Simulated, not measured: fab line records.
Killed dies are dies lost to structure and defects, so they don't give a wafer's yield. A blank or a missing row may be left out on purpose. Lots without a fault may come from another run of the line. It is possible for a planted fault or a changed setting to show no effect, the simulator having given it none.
Which of the tools did it? | flow sfq-line | Sampling: 14 lots, 42 wafers, 2 of 325 route steps

WHAT EACH GAUGE READ, for each wafer
SFQ_M0_OVL_MEAS_906. Usual: M0_OVL gives 1 nm (standard deviation 5.3).
lot  | measured     | on         | M0_OVL (nm) | flag
L533 | day 10 01:07 | overlay-02 | -3 0 -2     |
L535 | day 11 05:05 | overlay-01 | -7 -6 -5    |
L537 | day 12 01:19 | overlay-02 | 8 13 10     |
L538 | day 12 13:37 | overlay-01 | 8 2 4       |
L539 | day 13 03:11 | overlay-02 | 5 5 12      |
L540 | day 13 09:11 | overlay-02 | -6 -4 -5    |
L541 | day 14 00:55 | overlay-01 | -3 -3 1     |
L542 | day 14 09:19 | overlay-02 | -1 2 -4     |
L547 | day 16 05:43 | overlay-02 | 5 8 8       |
L548 | day 16 08:26 | overlay-02 | -7 -10 -8   |
L549 | day 16 10:31 | overlay-01 | 1 1 3       |
L550 | day 16 11:42 | overlay-01 | 2 2 8       |
L552 | day 16 15:19 | overlay-01 | -6 -7 -5    |
L555 | day 16 21:19 | overlay-02 | -10 0 -3    |

WHAT TOOL EACH LOT RAN ON (gives the tool, then ch and the chambers of the sampled wafers, and finally the start)
lot  | SFQ_TRILAYER_L0_VIA_STRIP_STRIP_017
L533 | rie-metal-03 ch 0,1, day 6 02:14
L535 | rie-metal-03 ch 0,1, day 6 23:04
L537 | rie-metal-04 ch 0,1, day 7 16:52
L538 | rie-metal-04 ch 0,1, day 8 01:28
L539 | rie-metal-03 ch 0, day 8 15:38
L540 | rie-metal-04 ch 0, day 8 21:38
L541 | rie-metal-03 ch 0, day 9 13:14
L542 | rie-metal-04 ch 0,1, day 9 21:38
L547 | rie-metal-03 ch 0,1, day 11 13:36
L548 | rie-metal-03 ch 0,1, day 11 16:00
L549 | rie-metal-02 ch 0,1, day 11 17:24
L550 | rie-metal-03 ch 0,1, day 11 18:24
L552 | rie-metal-04 ch 0,1, day 11 20:48
L555 | rie-metal-02 ch 0,1, day 12 00:36
- SFQ_TRILAYER_L0_VIA_STRIP_STRIP_017: strips in O2.

WHAT THE TOOLS THEMSELVES READ (means of the sampled wafers that have a number; where no wafer has one, the mark that the record gives instead)
SFQ_TRILAYER_L0_VIA_STRIP_STRIP_017. Usual: drypump-motor-current-A 5.9 A, standard deviation 0.65; oes-product-au 1.000 a.u., standard deviation 0.0063.
lot  | tool         | drypump-motor-current-A (A) | oes-product-au (a.u.) | flag
L533 | rie-metal-03 | 6.3                         | 1.005                 |
L535 | rie-metal-03 | 6.4                         | 0.997                 |
L537 | rie-metal-04 | 5.1                         | 0.995                 |
L538 | rie-metal-04 | 5.4                         | 1.000                 |
L539 | rie-metal-03 | 6.6                         | 0.998                 |
L540 | rie-metal-04 | 4.8                         | 1.001                 |
L541 | rie-metal-03 | 6.6                         | 0.996                 |
L542 | rie-metal-04 | 5.5                         | 1.005                 |
L547 | rie-metal-03 | 6.3                         | 1.007                 |
L548 | rie-metal-03 | 6.5                         | 0.999                 |
L549 | rie-metal-02 | 5.5                         | 0.994                 |
L550 | rie-metal-03 | 6.4                         | 1.001                 |
L552 | rie-metal-04 | 5.1                         | 1.009                 |
L555 | rie-metal-02 | 5.8                         | 0.998                 |

THE ANSWER, worked out from the rows above alone
Rule: a lot counts as off when the mean over its wafers that have a number is more than 3 standard deviations away from the usual mean. A lot without any number at a reading at which 4 lots or more have one is off too. The other lots that the step has rows for count as sound. Order of review: gauges by route order, followed by the tools' own readings, for which a lot's mean as printed above is used. At the first step where some lot is off, the reading lying furthest off is the one used; lots without a number count as furthest.
None of the lots is off at any reading shown; this tells nothing.

WHAT THE SIMULATOR HAD INSERTED
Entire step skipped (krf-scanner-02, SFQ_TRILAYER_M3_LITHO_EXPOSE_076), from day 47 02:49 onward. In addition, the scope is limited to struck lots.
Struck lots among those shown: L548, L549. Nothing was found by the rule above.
